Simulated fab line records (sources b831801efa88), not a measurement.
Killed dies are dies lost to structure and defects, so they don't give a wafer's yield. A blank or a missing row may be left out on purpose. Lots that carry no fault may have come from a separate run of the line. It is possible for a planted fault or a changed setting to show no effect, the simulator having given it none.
Problem report, 8D (eight disciplines) form, completed by code | flow sfq line | the parts of the form that need people (team, actions taken, sign-off) are left out

1. PROBLEM STATEMENT
Wafers with no fault read 2000.0 W with a standard deviation of 0.36, whereas cathode dc power W at SFQ_TRILAYER_JJ_TRILAYER_DEP_SPUTTER_109 reads a mean of 2118.9 W on 1 wafer of 1 lot. So: +99 or more standard deviations from the usual mean.
The step: material Nb, target thk 150 nm, time 100 s.
First seen on wafer L211.2, day 56 18:46, on pvd sputter-04. The record has a number at this step for 39 wafers belonging to 13 lots. Rule for "out" (also "out of limits"): further than 4 standard deviations from the usual mean. The other wafers with a number count as sound.

2. WHAT IT IS; WHAT IT IS NOT
question                    | is                 | is not
which readings at this step | cathode dc power W | throttle valve pct
which lots                  | L211               | L195, L196, L197, L199, L201, L202, L205, L206, L207, L210, L214, L218
which wafers of those lots  | L211.2             | L211.1, L211.6
read on which tools         | pvd sputter-04     | pvd sputter-03, pvd sputter-05
when                        | from day 56 18:46  | up to then (32 sound wafers); but 6 sound wafers of L214, L218 came after

3. WHAT RULES OUT EACH SUSPECT
Counting: a tool at a process step up to the reading stays a suspect if it ran every lot that is out. Sound lots after the first of them don't rule it out here, since some wafers of a struck lot are sound.
- rie metal-04 at SFQ_TRILAYER_M4_STRIP_STRIP_097 (strips in O2): kept. The lot that is out, L211, ran on it at day 56 09:39; the last sound lot it ran before that was L202, at day 51 18:27.
- film metro-03 at SFQ_TRILAYER_I4_METRO_MEASURE_101: kept. The lot that is out, L211, ran on it at day 56 13:48; the last sound lot it ran before that was L206, at day 55 01:50.
- pvd sputter-04 at SFQ_TRILAYER_JJ_TRILAYER_DEP_SPUTTER_109 (material Nb, target thk 150 nm, time 100 s): kept. The lot that is out, L211, ran on it at day 56 18:46; the last sound lot it ran before that was L207, at day 55 12:04. Its own cathode dc power W readings are out on those wafers.
The count leaves rie metal-04 at SFQ_TRILAYER_M4_STRIP_STRIP_097, film metro-03 at SFQ_TRILAYER_I4_METRO_MEASURE_101, and pvd sputter-04 at SFQ_TRILAYER_JJ_TRILAYER_DEP_SPUTTER_109.

4. THE CAUSE (what the simulator had put in)
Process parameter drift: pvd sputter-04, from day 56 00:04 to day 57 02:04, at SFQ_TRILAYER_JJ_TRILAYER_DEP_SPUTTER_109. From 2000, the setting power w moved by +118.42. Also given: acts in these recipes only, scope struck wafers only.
Of the 3 suspects that counting leaves, this tool is one.

5. THE CHAIN OF EFFECTS, in route order
Each row: a reading where the mean over the struck wafers with a number is more than 3 standard deviations away from the usual. Scope: only readings with a usual standard deviation given in the record; hours: median across lots of the time from each lot's start at the first step in this table that gives one to its start at this step; sigmas: change in usual standard deviations.
hours | step                                     | reading            | usual      | on struck wafers | change | sigmas
0     | SFQ_TRILAYER_JJ_TRILAYER_DEP_SPUTTER_109 | cathode dc power W | 2000.0 W   | 2118.9           | +118.9 | +99 or more
9     | SFQ_TRILAYER_M5_ETCH_METAL_ETCH_126      | oes product au     | 0.727 a.u. | 0.744            | +0.017 | +3.1
Here are the process steps it includes:
- SFQ_TRILAYER_JJ_TRILAYER_DEP_SPUTTER_109: material Nb, target thk 150 nm, time 100 s.
- SFQ_TRILAYER_M5_ETCH_METAL_ETCH_126: etches Nb in Cl2/BCl3, stops on SiO2, time 203.2 s, target depth 265 nm.
Later steps that measure or inspect, where all struck wafers having a row at the step show a number for every such reading and not one has moved that far: SFQ_JJ_OVL_MEAS_931.

6. WHAT WOULD HAVE CAUGHT IT SOONER
In this record the first reading out of limits was taken at day 56 18:46, 19 hours after the fault began at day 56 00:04.
